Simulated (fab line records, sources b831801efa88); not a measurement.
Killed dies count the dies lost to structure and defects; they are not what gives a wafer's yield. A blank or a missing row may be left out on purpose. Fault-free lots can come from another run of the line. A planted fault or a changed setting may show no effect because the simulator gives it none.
fab line records	flow sky130
[record] lots = 12	wafers = 36	last_day = 50
route steps=708 shown SONOS_ONO@183 POLY_GATE@230 LDD_N@244 PAD_OPEN@708
lots with no fault: from the same line, run without faults
start_h: hours from the record's first day to the start of the lot's first wafer shown	wait_h: time in hours since the lot's previous step	" as in the row above	L1.1+2: several wafers, shown together as one row	- no value, or no start was given	* or withheld: withheld	< > ~ a bound
route shown NAME@n: names a module that has steps shown in the file, with the first one's number in the route	usual: mean/standard deviation taken from wafers without a fault	same: alike in all rows	chamber/n: place in a boat	sites: per-site readings	_std_site: how widely they spread, as a standard deviation	_edge_site: outer sites' mean less inner sites'	radius_mm: for every site, how far away it sits from the centre of the wafer	mask NAME#n: copy n	behind: the most recent tool/chamber to have shaped the wafer	hold: reason for holding the lot/hours on hold/outcome of the hold	device: transistor that didn't switch, given as n, p or np	end of line: the route-end tests of the same wafers	a step with no rows: only its recipe	killed: not the wafer's yield, but the dies lost to structure and defects at the first sort	map: shows each die of a wafer: x if killed, . if not, _ if none is there
set.NAME: setting as actually run; set.NAME@STEP: the setting as run at that earlier step	model.NAME: the simulator's own value behind a step, which no gauge read
the route's steps for a sample of lots (tables are steps, rows are wafers)
services: when a tool's chamber went out of use (start_h, in hours from the record's first day, below 0 if earlier), for how many hours, and the reason
[[steps]]
[step SKY_SONOS_ONO_ETCH_15]
[recipe] target_depth_nm = 19.52	chemistry = CHF3/O2	source_w = 600	bias_w = 200	pressure_mtorr = 40	chf3_flow_sccm = 50	O2_flow_sccm = 5	time_s = 7.8
[usual] chf3_flow_sccm = 50.00/0.15	drypump_motor_current_A = 5.5/0.41	oes_product_au = 1.000/0.011	rf_fwd_power_W = 588/3.2	throttle_valve_pct = 8.824/0.0094
lot.wafer	tool	chamber	start_h	wait_h	chf3_flow_sccm	drypump_motor_current_A	oes_product_au	rf_fwd_power_W	rf_hours_counter_h	throttle_valve_pct
L476.2	rie_diel-02	1	277.69	0.0	50.25	5.0	0.992	590	8	8.803
L476.4	"	1	"	"	50.12	5.0	0.986	592	-	8.827
L476.5	"	3	"	"	49.85	6.2	0.993	584	-	8.829
L477.1	rie_diel-04	3	301.64	0.0	50.27	5.6	1.000	587	58	8.818
L477.5	"	3	"	"	50.11	5.5	0.999	585	-	8.819
L477.6	"	2	"	"	50.24	5.0	1.010	584	-	8.823
L478.4	rie_diel-04	3	315.11	0.0	49.99	5.6	0.990	584	58	8.827
L478.5	"	1	"	"	49.97	5.8	0.987	592	-	8.826
L478.6	"	2	"	"	50.18	5.0	1.012	584	-	8.823
L479.1	rie_diel-01	2	344.81	0.0	50.02	5.3	0.991	585	13	8.833
L479.4	"	1	"	"	49.98	5.3	1.005	587	44	8.832
L479.6	"	2	"	"	50.14	5.3	0.995	586	-	8.816
L480.1	rie_diel-04	2	349.80	0.0	49.76	5.0	1.014	585	5	8.825
L480.3	"	0	"	"	50.29	5.8	1.008	588	83	8.820
L480.6	"	1	"	"	50.05	5.8	0.994	594	-	8.821
L481.1	rie_diel-02	1	356.41	0.0	50.19	5.0	0.988	589	10	8.842
L481.4	"	0	"	"	50.05	4.9	1.006	591	1	8.824
L481.6	"	0	"	"	50.15	4.9	0.991	591	-	8.822
L487.1	rie_diel-02	2	395.52	0.0	49.84	5.8	1.013	587	44	8.817
L487.2	"	3	"	"	49.92	6.2	1.003	584	44	8.818
L487.3	"	0	"	"	50.01	4.9	1.008	589	2	8.828
L492.1	rie_diel-02	0	443.39	0.0	50.00	4.9	1.021	590	2	8.828
L492.3	"	3	"	"	49.99	6.2	0.991	587	45	8.818
L492.6	"	3	"	"	49.84	6.1	0.983	587	-	8.830
L494.2	rie_diel-01	2	452.19	0.0	49.90	5.3	1.012	588	15	8.823
L494.4	"	0	"	"	50.34	5.9	1.008	587	82	8.828
L494.6	"	1	"	"	49.96	5.3	1.012	583	-	8.829
L495.1	rie_diel-04	2	452.49	0.0	50.14	5.0	1.011	584	8	8.825
L495.3	"	1	"	"	49.93	5.8	0.993	595	1	8.818
L495.5	"	2	"	"	50.07	4.9	1.010	583	-	8.821
L497.2	rie_diel-04	3	466.06	0.0	49.78	5.6	1.010	587	61	8.832
L497.4	"	0	"	"	50.00	5.8	0.997	592	85	8.829
L497.5	"	0	"	"	49.95	5.9	1.004	590	-	8.820
L498.1	rie_diel-02	1	470.76	0.0	49.88	5.0	1.010	589	11	8.815
L498.3	"	3	"	"	50.04	6.2	0.988	585	45	8.812
L498.6	"	1	"	"	49.90	5.0	0.999	588	-	8.821
[step SKY_POLY_GATE_ETCH_16]
[recipe] stop_on = poly-Si	chemistry = CH3F/O2	target = Si3N4	source_w = 400	bias_w = 80	pressure_mtorr = 25	ch3f_flow_sccm = 40	O2_flow_sccm = 30	time_s = 147.5	target_depth_a = 750
[usual] ch3f_flow_sccm = 39.99/0.13	drypump_motor_current_A = 5.6/0.38	oes_product_au = 0.639/0.0049	rf_fwd_power_W = 398.1/1.4	throttle_valve_pct = 10.536/0.009
lot.wafer	tool	chamber	start_h	wait_h	ch3f_flow_sccm	drypump_motor_current_A	oes_product_au	rf_fwd_power_W	rf_hours_counter_h	throttle_valve_pct
L476.2	rie_diel-03	3	364.32	0.0	40.11	6.2	0.635	398.3	15	10.541
L476.4	"	2	"	"	40.10	6.0	0.639	400.6	5	10.521
L476.5	"	0	"	"	39.92	5.2	0.631	396.6	-	10.540
L477.1	rie_diel-01	1	390.25	0.0	40.12	5.3	0.638	398.2	45	10.541
L477.5	"	0	"	"	40.10	5.9	0.648	395.8	-	10.533
L477.6	"	1	"	"	40.19	5.3	0.640	397.0	-	10.534
L478.4	rie_diel-03	2	407.08	0.0	39.96	6.0	0.643	397.0	6	10.542
L478.5	"	3	"	"	39.98	6.2	0.642	400.2	-	10.532
L478.6	"	2	"	"	39.75	6.0	0.644	397.2	-	10.529
L479.1	rie_diel-01	2	441.42	0.0	39.82	5.3	0.640	399.2	15	10.540
L479.4	"	0	"	"	39.88	5.9	0.645	397.2	82	10.536
L479.6	"	3	"	"	39.95	5.7	0.641	399.8	-	10.551
L480.1	rie_diel-01	3	444.12	0.0	39.71	5.8	0.644	399.9	7	10.513
L480.3	"	1	"	"	39.91	5.4	0.640	397.7	46	10.544
L480.6	"	0	"	"	39.85	5.9	0.641	397.9	-	10.540
L481.1	rie_diel-04	0	456.98	0.0	40.04	5.8	0.635	397.2	85	10.527
L481.4	"	2	"	"	40.08	5.0	0.634	397.9	8	10.543
L481.6	"	1	"	"	40.11	5.8	0.645	399.0	-	10.547
L487.1	rie_diel-03	0	500.23	0.0	39.90	5.2	0.639	397.0	3	10.545
L487.2	"	3	"	"	39.93	6.2	0.640	398.0	18	10.528
L487.3	"	1	"	"	40.11	5.1	0.634	399.5	8	10.536
L492.1	rie_diel-04	1	541.87	0.0	40.10	5.8	0.637	336.5	3	10.536
L492.3	"	2	"	"	39.97	5.0	0.638	333.9	9	10.525
L492.6	"	1	"	"	39.98	5.8	0.645	334.5	-	10.535
L494.2	rie_diel-04	2	548.99	0.0	39.82	5.0	0.627	331.8	10	10.528
L494.4	"	2	"	"	39.82	5.0	0.642	333.8	-	10.527
L494.6	"	3	"	"	39.80	5.5	0.636	334.4	-	10.543
L495.1	rie_diel-01	3	551.32	0.0	39.96	5.7	0.645	398.3	9	10.537
L495.3	"	0	"	"	39.90	5.9	0.637	399.9	83	10.536
L495.5	"	0	"	"	39.99	5.9	0.636	398.5	-	10.529
L497.2	rie_diel-03	0	565.32	0.0	40.10	5.2	0.634	395.5	5	10.560
L497.4	"	3	"	"	39.97	6.2	0.644	397.3	19	10.530
L497.5	"	1	"	"	39.90	5.1	0.632	397.5	-	10.531
L498.1	rie_diel-01	1	568.17	0.0	39.90	5.3	0.643	396.2	48	10.534
L498.3	"	3	"	"	40.10	5.8	0.632	398.2	10	10.548
L498.6	"	3	"	"	39.92	5.8	0.645	398.0	-	10.528
[step SKY_POLY_GATE_CD_MEAS_22]
[usual] cd_nm = 150.2/2
lot.wafer	tool	chamber	start_h	wait_h	cd_nm
L476.2	cd_sem-01	-	367.62	0.1	152.5
L476.4	"	-	"	"	151.1
L476.5	"	-	"	"	153.0
L477.1	cd_sem-02	-	392.78	0.1	151.8
L477.5	"	-	"	"	149.9
L477.6	"	-	"	"	152.1
L478.4	cd_sem-01	-	409.22	0.1	147.3
L478.5	"	-	"	"	149.7
L478.6	"	-	"	"	146.7
L479.1	cd_sem-01	-	444.61	0.1	153.7
L479.4	"	-	"	"	151.2
L479.6	"	-	"	"	149.3
L480.1	cd_sem-02	-	446.58	0.1	146.0
L480.3	"	-	"	"	150.4
L480.6	"	-	"	"	148.9
L481.1	cd_sem-01	-	458.70	0.1	149.0
L481.4	"	-	"	"	147.5
L481.6	"	-	"	"	152.4
L487.1	cd_sem-02	-	502.89	0.1	152.2
L487.2	"	-	"	"	150.6
L487.3	"	-	"	"	150.9
L492.1	cd_sem-01	-	543.49	0.1	153.4
L492.3	"	-	"	"	152.8
L492.6	"	-	"	"	150.6
L494.2	cd_sem-01	-	550.79	0.1	150.2
L494.4	"	-	"	"	153.1
L494.6	"	-	"	"	151.8
L495.1	cd_sem-01	-	552.94	0.1	148.7
L495.3	"	-	"	"	148.1
L495.5	"	-	"	"	149.6
L497.2	cd_sem-02	-	567.30	0.1	149.8
L497.4	"	-	"	"	149.3
L497.5	"	-	"	"	149.5
L498.1	cd_sem-01	-	569.79	0.1	150.6
L498.3	"	-	"	"	151.8
L498.6	"	-	"	"	150.9
[step SKY_LDD_N_OVL_MEAS_07]
[usual] LDD_N_OVL = -0.2/1.2
lot.wafer	tool	chamber	start_h	wait_h	LDD_N_OVL[nm]
L476.2	overlay-02	-	396.44	0.1	0.9
L476.4	"	-	"	"	2.0
L476.5	"	-	"	"	1.8
L477.1	overlay-01	-	421.61	0.1	-1.8
L477.5	"	-	"	"	0.1
L477.6	"	-	"	"	-1.1
L478.4	overlay-02	-	438.57	0.1	0.4
L478.5	"	-	"	"	-1.6
L478.6	"	-	"	"	-0.7
L479.1	overlay-02	-	474.44	0.1	1.1
L479.4	"	-	"	"	2.4
L479.6	"	-	"	"	2.5
L480.1	overlay-02	-	476.28	0.1	1.5
L480.3	"	-	"	"	2.0
L480.6	"	-	"	"	-0.6
L481.1	overlay-02	-	489.04	0.1	-1.3
L481.4	"	-	"	"	0.0
L481.6	"	-	"	"	1.2
L487.1	overlay-02	-	532.58	0.1	0.2
L487.2	"	-	"	"	0.0
L487.3	"	-	"	"	1.1
L492.1	overlay-01	-	573.69	0.1	-1.6
L492.3	"	-	"	"	-1.2
L492.6	"	-	"	"	-1.5
L494.2	overlay-01	-	579.60	0.1	0.7
L494.4	"	-	"	"	-0.3
L494.6	"	-	"	"	-1.6
L495.1	overlay-02	-	582.26	0.1	1.8
L495.3	"	-	"	"	-0.4
L495.5	"	-	"	"	0.7
L497.2	overlay-01	-	596.01	0.1	-0.4
L497.4	"	-	"	"	-0.7
L497.5	"	-	"	"	0.7
L498.1	overlay-02	-	599.28	0.1	0.6
L498.3	"	-	"	"	-0.2
L498.6	"	-	"	"	1.3
[step SKY_PAD_OPEN_PROBE_99]
[usual] killed_at_M0_to_M3 = 42/6.4	killed_at_M4_up = 2.9/1.7	killed_at_contacts = 25/5.2	killed_at_front_end = 16/4.4	killed_at_other = 0.4/0.65	killed_dies = 86/9.2	killed_open = 47/6.6	killed_short = 39/5.8
[same] gross_dies = 492	killed_at_back_side = 0
lot.wafer	tool	chamber	start_h	wait_h	killed_at_M0_to_M3	killed_at_M4_up	killed_at_contacts	killed_at_front_end	killed_at_other	killed_dies	killed_open	killed_short
L476.2	prober-01	-	1064.26	0.1	46	3	20	7	0	76	41	34
L476.4	prober-01	-	1064.36	0.2	48	4	28	17	0	97	51	45
L476.5	prober-01	-	1064.41	0.2	43	1	19	14	2	79	32	44
L477.1	prober-02	-	1082.96	0.1	48	6	20	18	0	92	53	39
L477.5	prober-02	-	1083.16	0.2	50	2	19	23	0	94	52	40
L477.6	prober-02	-	1083.21	0.2	34	5	26	23	0	88	43	45
L478.4	prober-01	-	1095.41	0.2	35	2	30	13	0	80	45	35
L478.5	prober-01	-	1095.46	0.2	56	2	25	16	0	99	48	51
L478.6	prober-01	-	1095.51	0.2	42	4	27	16	0	89	55	34
L479.1	prober-02	-	1124.16	0.1	40	5	17	25	0	87	50	37
L479.4	prober-02	-	1124.31	0.2	39	3	19	16	1	78	42	35
L479.6	prober-02	-	1124.41	0.2	41	5	14	20	0	80	38	42
L480.1	prober-02	-	1124.46	0.1	48	2	27	17	1	95	44	51
L480.3	prober-02	-	1124.56	0.2	42	0	32	14	0	88	50	38
L480.6	prober-02	-	1124.71	0.2	38	3	25	20	0	86	40	46
L481.1	prober-01	-	1130.42	0.1	40	3	17	13	0	73	37	35
L481.4	prober-01	-	1130.57	0.2	43	2	28	21	0	94	54	40
L481.6	prober-01	-	1130.67	0.2	38	1	22	16	0	77	42	35
L487.1	prober-01	-	1158.97	0.1	58	2	28	13	0	101	53	48
L487.2	prober-01	-	1159.02	0.1	29	1	25	16	0	71	40	29
L487.3	prober-01	-	1159.07	0.2	36	3	24	20	0	83	41	41
L492.1	prober-02	-	1185.47	0.1	43	1	28	15	1	88	51	37
L492.3	prober-02	-	1185.57	0.2	32	3	21	17	1	74	36	38
L492.6	prober-02	-	1185.72	0.2	47	2	14	15	0	78	44	33
L494.2	prober-01	-	1187.02	0.1	40	1	31	15	0	87	52	35
L494.4	prober-01	-	1187.12	0.2	47	5	21	13	0	86	44	42
L494.6	prober-01	-	1187.22	0.2	32	1	31	17	0	81	45	35
L495.1	prober-02	-	1188.27	0.1	48	3	24	14	0	89	49	40
L495.3	prober-02	-	1188.37	0.2	47	2	35	8	0	92	54	38
L495.5	prober-02	-	1188.47	0.2	48	6	27	13	0	94	51	42
L497.2	prober-01	-	1195.91	0.1	49	2	20	19	0	90	43	46
L497.4	prober-01	-	1196.01	0.2	36	4	31	15	0	86	50	34
L497.5	prober-01	-	1196.06	0.2	24	3	25	19	2	73	44	29
L498.1	prober-02	-	1202.01	0.1	44	2	24	17	0	87	49	38
L498.3	prober-02	-	1202.11	0.2	51	1	20	18	0	90	49	41
L498.6	prober-02	-	1202.26	0.2	35	3	29	22	0	89	51	38
// killed by level:class
L476.2 VIA1:geometric_particle:open=14 CONTACT:geometric_particle:open=7 METAL1:geometric_particle:short=6 VIA2:geometric_particle:open=6 VIA2:geometric_particle:short=5 LI_CONTACT:geometric_particle:short=4 CONTACT:geometric_particle:short=4 METAL2:geometric_particle:short=4
L476.4 CONTACT:geometric_particle:open=12 METAL1:geometric_particle:short=10 VIA2:geometric_particle:open=7 VIA1:geometric_particle:open=7 METAL2:geometric_particle:short=6 VIA3:geometric_particle:open=5 POLY_GATE:geometric_particle:short=5 METAL1:geometric_particle:open=5
L476.5 METAL1:geometric_particle:short=8 VIA1:geometric_particle:open=8 CONTACT:geometric_particle:open=6 VIA3:geometric_particle:open=6 VIA2:geometric_particle:short=5 CONTACT:geometric_particle:short=5 FIELD_ISO:geometric_particle:open=4 LI_CONTACT:geometric_particle:short=4
L477.1 VIA1:geometric_particle:open=12 VIA3:geometric_particle:open=8 CONTACT:geometric_particle:open=7 POLY_GATE:geometric_particle:short=5 VIA2:geometric_particle:open=5 LI_CONTACT:geometric_particle:open=5 VIA2:geometric_particle:short=5 LI_CONTACT:geometric_particle:short=4
L477.5 VIA3:geometric_particle:open=10 VIA1:geometric_particle:open=9 CONTACT:geometric_particle:open=8 VIA2:geometric_particle:open=6 VIA3:geometric_particle:short=6 VIA1:geometric_particle:short=5 FIELD_ISO:geometric_particle:short=4 POLY_GATE:geometric_particle:open=4
L477.6 CONTACT:geometric_particle:open=10 FIELD_ISO:geometric_particle:open=8 CONTACT:geometric_particle:short=8 VIA1:geometric_particle:open=7 FIELD_ISO:geometric_particle:short=5 POLY_GATE:geometric_particle:short=5 METAL1:geometric_particle:short=5 LI_CONTACT:geometric_particle:open=5
L478.4 CONTACT:geometric_particle:open=13 VIA1:geometric_particle:open=6 LI_CONTACT:geometric_particle:open=6 METAL1:geometric_particle:short=6 FIELD_ISO:geometric_particle:open=5 METAL2:geometric_particle:short=5 VIA1:geometric_particle:short=4 LOCAL_INTERCONNECT:geometric_particle:short=4
L478.5 VIA2:geometric_particle:open=10 VIA1:geometric_particle:open=8 METAL1:geometric_particle:short=7 VIA1:geometric_particle:short=7 POLY_GATE:geometric_particle:short=7 LI_CONTACT:geometric_particle:open=7 CONTACT:geometric_particle:open=7 CONTACT:geometric_particle:short=6
L478.6 VIA1:geometric_particle:open=13 CONTACT:geometric_particle:open=11 VIA3:geometric_particle:open=8 VIA2:geometric_particle:open=7 POLY_GATE:geometric_particle:open=6 CONTACT:geometric_particle:short=5 FIELD_ISO:geometric_particle:open=4 LI_CONTACT:geometric_particle:open=4
L479.1 FIELD_ISO:geometric_particle:open=7 POLY_GATE:geometric_particle:open=7 VIA1:geometric_particle:open=7 POLY_GATE:geometric_particle:short=6 CONTACT:geometric_particle:open=6 VIA3:geometric_particle:open=6 VIA1:geometric_particle:short=6 LI_CONTACT:geometric_particle:open=5
L479.4 LI_CONTACT:geometric_particle:open=12 VIA1:geometric_particle:open=9 METAL2:geometric_particle:short=7 VIA1:geometric_particle:short=7 POLY_GATE:geometric_particle:open=5 VIA2:geometric_particle:open=4 VIA3:geometric_particle:open=4 FIELD_ISO:geometric_particle:short=3
L479.6 POLY_GATE:geometric_particle:short=7 VIA2:geometric_particle:open=7 VIA3:geometric_particle:open=7 LI_CONTACT:geometric_particle:open=5 VIA1:geometric_particle:open=5 METAL4:geometric_particle:short=5 FIELD_ISO:geometric_particle:short=4 FIELD_ISO:geometric_particle:open=4
L480.1 VIA1:geometric_particle:open=11 METAL1:geometric_particle:short=9 LI_CONTACT:geometric_particle:open=8 METAL2:geometric_particle:short=6 VIA3:geometric_particle:open=6 POLY_GATE:geometric_particle:open=5 VIA1:geometric_particle:short=5 LI_CONTACT:geometric_particle:short=5
L480.3 LI_CONTACT:geometric_particle:open=12 VIA1:geometric_particle:open=11 CONTACT:geometric_particle:short=7 CONTACT:geometric_particle:open=7 POLY_GATE:geometric_particle:open=5 VIA2:geometric_particle:open=5 LI_CONTACT:geometric_particle:short=4 METAL2:geometric_particle:short=4
L480.6 POLY_GATE:geometric_particle:open=8 VIA1:geometric_particle:open=8 CONTACT:geometric_particle:open=7 METAL2:geometric_particle:short=6 CONTACT:geometric_particle:short=6 METAL1:geometric_particle:short=6 LI_CONTACT:geometric_particle:open=4 LI_CONTACT:geometric_particle:short=4
L481.1 VIA2:geometric_particle:open=8 LI_CONTACT:geometric_particle:open=6 FIELD_ISO:geometric_particle:open=5 METAL2:geometric_particle:short=5 METAL1:geometric_particle:short=5 VIA3:geometric_particle:open=5 POLY_GATE:geometric_particle:short=4 LOCAL_INTERCONNECT:geometric_particle:short=4
L481.4 CONTACT:geometric_particle:open=11 LI_CONTACT:geometric_particle:open=8 METAL1:geometric_particle:short=8 VIA1:geometric_particle:open=7 VIA3:geometric_particle:open=7 VIA2:geometric_particle:open=6 FIELD_ISO:geometric_particle:short=5 POLY_GATE:geometric_particle:short=5
L481.6 CONTACT:geometric_particle:open=11 VIA1:geometric_particle:open=10 POLY_GATE:geometric_particle:short=5 LI_CONTACT:geometric_particle:open=5 METAL2:geometric_particle:short=5 FIELD_ISO:geometric_particle:open=4 FIELD_ISO:geometric_particle:short=4 METAL1:geometric_particle:short=4
L487.1 VIA1:geometric_particle:open=14 CONTACT:geometric_particle:short=9 VIA1:geometric_particle:short=8 METAL2:geometric_particle:short=7 LI_CONTACT:geometric_particle:open=6 CONTACT:geometric_particle:open=6 VIA3:geometric_particle:open=6 VIA2:geometric_particle:open=5
L487.2 VIA3:geometric_particle:open=9 LI_CONTACT:geometric_particle:open=8 LOCAL_INTERCONNECT:geometric_particle:short=7 VIA2:geometric_particle:open=6 FIELD_ISO:geometric_particle:open=5 CONTACT:geometric_particle:open=5 SPACER:geometric_particle:short=3 CONTACT:geometric_particle:short=3
L487.3 VIA3:geometric_particle:open=8 FIELD_ISO:geometric_particle:short=6 VIA2:geometric_particle:open=5 POLY_GATE:geometric_particle:open=5 VIA1:geometric_particle:open=5 LI_CONTACT:geometric_particle:open=5 LOCAL_INTERCONNECT:geometric_particle:short=5 CONTACT:geometric_particle:short=5
L492.1 CONTACT:geometric_particle:open=11 VIA1:geometric_particle:open=10 LI_CONTACT:geometric_particle:open=7 VIA2:geometric_particle:open=7 CONTACT:geometric_particle:short=5 METAL1:geometric_particle:short=5 VIA3:geometric_particle:open=4 POLY_GATE:geometric_particle:short=4
L492.3 FIELD_ISO:geometric_particle:short=6 CONTACT:geometric_particle:open=6 VIA1:geometric_particle:open=6 LI_CONTACT:geometric_particle:open=5 CONTACT:geometric_particle:short=5 METAL2:geometric_particle:short=5 VIA3:geometric_particle:open=5 FIELD_ISO:geometric_particle:open=4
L492.6 VIA1:geometric_particle:open=12 VIA3:geometric_particle:open=6 VIA2:geometric_particle:short=5 VIA1:geometric_particle:short=5 METAL2:geometric_particle:short=5 FIELD_ISO:geometric_particle:open=4 POLY_GATE:geometric_particle:short=4 LI_CONTACT:geometric_particle:open=4
L494.2 CONTACT:geometric_particle:open=16 VIA1:geometric_particle:short=8 VIA1:geometric_particle:open=7 LI_CONTACT:geometric_particle:open=6 VIA2:geometric_particle:open=6 CONTACT:geometric_particle:short=5 VIA3:geometric_particle:open=4 POLY_GATE:geometric_particle:short=4
L494.4 VIA2:geometric_particle:open=10 VIA1:geometric_particle:open=8 VIA1:geometric_particle:short=7 CONTACT:geometric_particle:open=6 METAL1:geometric_particle:short=6 POLY_GATE:geometric_particle:short=5 LI_CONTACT:geometric_particle:open=5 METAL4:geometric_particle:short=5
L494.6 CONTACT:geometric_particle:open=12 LI_CONTACT:geometric_particle:open=8 VIA1:geometric_particle:open=7 FIELD_ISO:geometric_particle:short=6 CONTACT:geometric_particle:short=6 METAL1:geometric_particle:short=5 METAL2:geometric_particle:short=4 VIA3:geometric_particle:open=4
L495.1 VIA1:geometric_particle:open=14 VIA2:geometric_particle:open=10 LOCAL_INTERCONNECT:geometric_particle:short=7 CONTACT:geometric_particle:open=7 LI_CONTACT:geometric_particle:open=6 METAL1:geometric_particle:short=5 FIELD_ISO:geometric_particle:open=4 METAL3:geometric_particle:short=4
L495.3 VIA1:geometric_particle:open=15 CONTACT:geometric_particle:open=13 LI_CONTACT:geometric_particle:open=8 VIA1:geometric_particle:short=8 VIA2:geometric_particle:open=5 CONTACT:geometric_particle:short=5 LI_CONTACT:geometric_particle:short=4 LOCAL_INTERCONNECT:geometric_particle:short=4
L495.5 VIA1:geometric_particle:open=17 CONTACT:geometric_particle:open=11 LI_CONTACT:geometric_particle:open=7 METAL1:geometric_particle:short=7 METAL2:geometric_particle:short=5 VIA3:geometric_particle:open=5 METAL4:geometric_particle:short=5 LOCAL_INTERCONNECT:geometric_particle:short=4
L497.2 VIA1:geometric_particle:open=9 VIA2:geometric_particle:open=9 POLY_GATE:geometric_particle:short=7 CONTACT:geometric_particle:open=7 VIA1:geometric_particle:short=6 METAL3:geometric_particle:short=6 VIA3:geometric_particle:open=6 VIA2:geometric_particle:short=5
L497.4 VIA1:geometric_particle:open=12 CONTACT:geometric_particle:open=11 LI_CONTACT:geometric_particle:open=10 VIA3:geometric_particle:open=6 CONTACT:geometric_particle:short=5 POLY_GATE:geometric_particle:short=4 LOCAL_INTERCONNECT:geometric_particle:short=4 METAL2:geometric_particle:short=4
L497.5 CONTACT:geometric_particle:open=11 LI_CONTACT:geometric_particle:open=9 METAL2:geometric_particle:short=8 POLY_GATE:geometric_particle:open=7 VIA1:geometric_particle:open=4 FIELD_ISO:geometric_particle:short=3 SPACER:geometric_particle:open=3 METAL4:geometric_particle:short=3
L498.1 VIA1:geometric_particle:open=10 CONTACT:geometric_particle:open=9 METAL1:geometric_particle:short=8 FIELD_ISO:geometric_particle:open=7 LI_CONTACT:geometric_particle:open=7 METAL2:geometric_particle:short=7 VIA3:geometric_particle:open=7 CONTACT:geometric_particle:short=5
L498.3 VIA1:geometric_particle:open=16 METAL1:geometric_particle:short=10 LI_CONTACT:geometric_particle:open=8 CONTACT:geometric_particle:open=7 POLY_GATE:geometric_particle:open=6 METAL2:geometric_particle:short=5 VIA2:geometric_particle:open=5 FIELD_ISO:geometric_particle:short=4
L498.6 CONTACT:geometric_particle:open=16 VIA1:geometric_particle:open=10 FIELD_ISO:geometric_particle:short=6 LI_CONTACT:geometric_particle:open=6 FIELD_ISO:geometric_particle:open=5 CONTACT:geometric_particle:short=5 METAL1:geometric_particle:short=5 METAL2:geometric_particle:short=4
[[services]]
tool	chamber	start_h	hours	kind
rie_diel-02	1	262.22	12.6	repair
rie_diel-01	0	272.14	11.5	repair
rie_diel-03	0	275.89	13.3	repair
rie_diel-03	3	276.28	4.8	repair
rie_diel-04	0	282.53	14.3	repair
rie_diel-01	1	289.10	3.2	repair
rie_diel-04	0	301.51	2.6	repair
rie_diel-01	0	308.55	2.5	repair
rie_diel-02	2	316.47	4.5	repair
rie_diel-02	1	319.24	2.0	repair
rie_diel-04	-	319.45	0.5	repair
rie_diel-03	0	338.37	19.1	repair
rie_diel-01	-	357.45	2.7	repair
rie_diel-04	0	365.24	4.6	repair
rie_diel-01	2	378.57	5.1	repair
rie_diel-04	0	380.16	1.7	repair
rie_diel-02	2	406.73	19.3	repair
rie_diel-02	2	442.79	1.3	repair
rie_diel-02	-	450.37	2.8	pm
rie_diel-01	0	472.89	30.6	repair
rie_diel-02	2	493.16	17.5	repair
rie_diel-01	1	528.16	38.7	repair
rie_diel-01	3	542.14	6.7	repair
rie_diel-01	0	544.05	2.5	repair
[[key]]
[first_sign] step = SKY_POLY_GATE_ETCH_16	reading = rf_fwd_power_W	direction = down	sigmas = 47	usual = 398.1	struck = 334.2
effect none on later readings
met_at SKY_POLY_GATE_ETCH_16
struck_lots L492,L494
tester_left_out L492,L494
not_acting_at SKY_SONOS_ONO_ETCH_15,SKY_POLY_GATE_CD_MEAS_22,SKY_LDD_N_OVL_MEAS_07
onset_between 456.98 541.87
[fault] kind = process_parameter_drift	tool = rie_diel-04	chamber = -	onset_h = 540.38	steps = SKY_POLY_GATE_ETCH_16	channel = source_w	offset = -64	shape = step	end_h = 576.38	acts_in = these_recipes_only	stated = 400
// tester_left_out: of these lots the tester's yield and bins aren't shown, on N5 and GAA mostly nor the transistor test; their killed dies are dies lost to structure and defects alone, not to doping, threshold or leakage, so they don't give the yield
